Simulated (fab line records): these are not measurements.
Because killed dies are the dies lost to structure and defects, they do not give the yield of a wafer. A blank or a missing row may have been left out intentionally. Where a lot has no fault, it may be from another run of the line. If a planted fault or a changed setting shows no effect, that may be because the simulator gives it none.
8D (eight disciplines) problem report, filled in by code	flow gf180mcu	the parts of the form that need people (team, actions taken, sign-off) are left out

1. THE ISSUE
Mean of heaterPowerTotalW at GF_NSD_SOFTBAKE_03: 59.49 W across 3 wafers in 2 lots; on wafers with no fault it is 56.60 W (standard deviation 0.044). That puts it +66 standard deviations away from the usual mean.
The step: time 60 s.
First seen on wafer L998.3, day 15 00:23, on lithoTrack-03. At this step, 42 wafers from 14 lots have a number in the record. Rule for "out", or "out of limits": more than 4 standard deviations from the usual mean. The rest of the wafers with a number are treated as sound.

2. WHAT IT IS, AND WHAT IT ISN'T
question	is	is not
which readings at this step	heaterPowerTotalW, runLengthS	chillPlateTempC
which lots	L100, L998	L104, L106, L107, L108, L110, L111, L113, L116, L993, L994, L995, L999
which wafers of those lots	L100.3, L100.5, L998.3	L100.4, L998.1, L998.6
read on which tools	lithoTrack-03	lithoTrack-01, lithoTrack-04
when	from day 15 00:23	up to then (11 sound wafers); but 28 sound wafers of L100, L104, L106, L107, L108, L110, L111, L113, L116, L999 came after

3. THE SUSPECTS, EACH WITH WHAT RULES IT OUT
Counting: if a tool at a process step up to the reading ran every lot that is out, it stays a suspect. Sound lots after the first of them don't rule it out here, since some wafers of a struck lot are sound.
- lithoTrack-03 at GF_NSD_SOFTBAKE_03 (time 60 s): kept. It ran every lot that is out, first L998 (day 15 00:23); its last sound lot up to then is L995 (day 13 13:44). Its own heaterPowerTotalW, runLengthS readings are out on those wafers.
Remaining after the count: lithoTrack-03 at GF_NSD_SOFTBAKE_03.

4. THE CAUSE (what the simulator had put in)
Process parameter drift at GF_NSD_SOFTBAKE_03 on lithoTrack-03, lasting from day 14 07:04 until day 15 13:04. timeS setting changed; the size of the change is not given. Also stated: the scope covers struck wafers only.
After counting, this tool was the only one left.

5. THE CHAIN OF EFFECTS, in route order
Rows list readings where the struck wafers' mean (over those with a number) sits beyond 3 standard deviations from the usual. Only readings whose record carries a usual standard deviation are examined. hours: median over the lots of the time between each lot's start at the first step of this table that gives one and its start at this step. sigmas: the change, counted in usual standard deviations.
hours	step	reading	usual	on struck wafers	change	sigmas
0	GF_NSD_SOFTBAKE_03	heaterPowerTotalW	56.60 W	59.49	+2.89	+66
0	GF_NSD_SOFTBAKE_03	runLengthS	88.93 s	80.23	-8.70	-31
Its process steps:
- GF_NSD_SOFTBAKE_03: time 60 s.
At these later measuring or inspecting steps, every struck wafer for which the step has a row has a number for every such reading, and none has moved that far: GF_NSD_TW_MEAS_12.

6. WHAT WOULD HAVE CAUGHT IT SOONER
The fault began at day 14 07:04; the first out-of-limits reading in this record came at day 15 00:23, 17 hours later.
